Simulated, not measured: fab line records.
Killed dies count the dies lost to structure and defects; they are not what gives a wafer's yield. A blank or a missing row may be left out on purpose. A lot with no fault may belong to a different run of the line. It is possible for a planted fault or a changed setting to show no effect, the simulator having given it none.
Comparing a struck lot with a sound one + flow gf180mcu + 15 out of 602 route steps
Sound: wafers L196.2, L196.4, L196.6. The struck wafers were L208.1, L208.3, L208.6. The cause is given at the end.
Order at every step that has rows: each side's tool, ch and its chambers, its first start. Under that, the readings that differ: sound wafers + struck wafers + difference of the means + sigmas: that difference in standard deviations of wafers without a fault.
alike: readings with means less than 2 such deviations apart, plus words and numbers identical on both sides. not compared: withheld readings, readings lacking a value on some wafer, bounds such as >300 that could conceal the same value, and numbers that have no deviation in the record and whose values overlap.
The two part at a step that has a row with sigmas, a row that says differs or no value, or rows on one side only. Numbers that don't overlap but have no deviation are shown without sigmas and don't part them. Lack of a reading on every wafer of one side parts them only where that side has two or more wafers.

GF_TOP_METAL_SPUTTER_01: material TiN, target thk 30 nm, time 25 s.
  sound on pvd_sputter-04 at day 27 05:23; struck on pvd_sputter-04 at day 31 05:32
  alike: throttle_valve_pct
GF_TOP_METAL_SPUTTER_02: material AlCu, target thk 900 nm, time 47.82 s.
  sound on pvd_sputter-04 at day 27 05:25; struck on pvd_sputter-04 at day 31 05:34
  alike: throttle_valve_pct
GF_TOP_METAL_SPUTTER_03: material Ti, target thk 5 nm, time 3.3 s.
  sound on pvd_sputter-04 at day 27 05:28; struck on pvd_sputter-04 at day 31 05:37
  alike: throttle_valve_pct
GF_TOP_METAL_SPUTTER_04: material TiN, target thk 25 nm, time 20.8 s.
  sound on pvd_sputter-04 at day 27 05:29; struck on pvd_sputter-04 at day 31 05:38
  alike: throttle_valve_pct
GF_TOP_METAL_RS_MEAS_05: the measuring method here is four-point-probe.
  sound on film_metro-02 at day 27 05:32; struck on film_metro-01 at day 31 05:41
  alike: TOP_METAL_ALCU_RS
GF_TOP_METAL_THK_MEAS_06: measures by xrf.
  sound on film_metro-02 at day 27 05:38; struck on film_metro-01 at day 31 05:48
  alike: TOP_METAL_ALCU_THK
then, 6 steps without rows for these wafers: GF_TOP_METAL_DEHYDRATE_07 (time 60 s); GF_TOP_METAL_HMDS_08 (prime time 60 s); GF_TOP_METAL_COAT_09 (resist thk 1500 nm); GF_TOP_METAL_SOFTBAKE_10 (time 60 s); GF_TOP_METAL_EXPOSE_11 (exposes mask MetalTop, target cd 440 nm); GF_TOP_METAL_PEB_12.
GF_TOP_METAL_DEVELOP_13: develop time 60 s.
  sound on litho_track-02 ch 0, day 28 00:53; struck on litho_track-02 ch 0, day 31 22:54
| reading              | sound             | struck            | difference | sigmas |
|----------------------|-------------------|-------------------|------------|--------|
| developer_temp_C (C) | 22.94 22.92 22.87 | 20.85 20.83 20.98 | -2.02      | -18    |
GF_TOP_METAL_CD_MEAS_14: target cd 440 nm.
  sound on cd_sem-01 at day 28 01:01; struck on cd_sem-01 at day 31 23:03
  alike: cd_nm
GF_PASSIVATION_PROBE_99:
  sound wafers here have rows in the record (prober-02, day 29 01:20); struck ones have none

== WHERE THEY PART ==
At GF_TOP_METAL_DEVELOP_13 first; at GF_PASSIVATION_PROBE_99 last (within this record only).

WHY: what had been put in by the simulator
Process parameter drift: litho_track-02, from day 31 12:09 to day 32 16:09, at GF_TOP_METAL_DEVELOP_13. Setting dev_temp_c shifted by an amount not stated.
